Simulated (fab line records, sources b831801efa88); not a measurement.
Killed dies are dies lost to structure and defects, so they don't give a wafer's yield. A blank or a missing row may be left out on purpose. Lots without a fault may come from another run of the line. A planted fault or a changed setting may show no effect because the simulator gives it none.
One fault seen from 2 desks | flow sfq_line | each desk has only its own numbers; what lay behind them comes last

THE METROLOGY DESK
What the gauges read, lot by lot, whatever tool the lot ran on: means of the sampled wafers that have a number. A lot is out of limits, marked OUT, if its mean lies more than 4 standard deviations from the usual mean; the brackets give that distance.
Columns: A = R5_MONX_RS at SFQ_R5_RS_MEAS_933, usual 7.05 ohm/sq; B = R5_MONX_THK at SFQ_R5_THK_MEAS_934, usual 40.1 nm; C = R5_OVL at SFQ_R5_OVL_MEAS_935, usual 2 nm; D = I5_OVL at SFQ_I5_OVL_MEAS_936, usual 0 nm; E = C5_OVL at SFQ_C5_OVL_MEAS_937, usual 1 nm; F = M6_NB_RS at SFQ_M6_RS_MEAS_938, usual 0.882 ohm/sq; G = M8_BOW at SFQ_M8_BOW_MEAS_951, usual 5 um
lot  | first seen here | A    | B    | C  | D  | E  | F     | G
L394 | day 54 06:18    | 7.08 | 39.9 | 2  | 7  | -7 | 0.876 | -11
L396 | day 59 15:40    | 7.13 | 39.8 | 4  | 4  | -4 | 0.893 | -0
L399 | day 61 09:21    | 7.06 | 40.0 | 9  | -4 | 7  | 0.895 | 0
L410 | day 63 03:21    | 6.99 | 40.7 | -5 | 0  | -1 | 0.884 | -6
L411 | day 64 12:19    | 7.08 | 39.8 | 7  | -5 | 3  | 0.884 | -1
This desk's finding: nothing out of limits on any of the 5 lots.

THE TOOL OWNER'S DESK: rie_metal-03
The tool's own readings at SFQ_TRILAYER_R5_ETCH_METAL_ETCH_139 (etches the open film in Cl2, stops on SiO2, target depth 60 nm, time 40 s): means of the sampled wafers that have a number, for each lot that ran on this tool. A lot is out of limits, marked OUT, if its mean lies more than 4 standard deviations from the usual mean; the brackets give that distance.
Columns: A = chamber_pressure_mTorr at SFQ_TRILAYER_R5_ETCH_METAL_ETCH_139, usual 10.000 mTorr; B = drypump_motor_current_A at SFQ_TRILAYER_R5_ETCH_METAL_ETCH_139, usual 6.1 A; C = oes_product_au at SFQ_TRILAYER_R5_ETCH_METAL_ETCH_139, usual 0.992 a.u.
lot  | first seen here | A      | B   | C
L394 | day 59 02:52    | 9.995  | 6.5 | 0.985
L396 | day 59 18:26    | 10.002 | 6.3 | 0.993
L399 | day 61 11:52    | 10.000 | 6.5 | 0.906 (-15) OUT
This desk's finding: out of limits on L399; first on L399, day 61 11:52 (oes_product_au at SFQ_TRILAYER_R5_ETCH_METAL_ETCH_139). In limits: L394, L396.

PUT TOGETHER
The tool owner's desk could have raised an alarm at day 61 11:52, on L399.
The metrology desk saw nothing out of limits.
The metrology desk has L399 on record, within its limits.
Of the lots named, all ran SFQ_TRILAYER_R5_ETCH_METAL_ETCH_139 on rie_metal-03.

WHAT THE SIMULATOR HAD PUT IN
Process parameter drift: rie_metal-03, from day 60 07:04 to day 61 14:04, at SFQ_TRILAYER_R5_ETCH_METAL_ETCH_139. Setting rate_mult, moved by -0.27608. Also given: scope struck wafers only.
Lots struck among those shown: L399.
Hours from the fault's start to each desk's first reading out of limits: the tool owner's desk, 29.
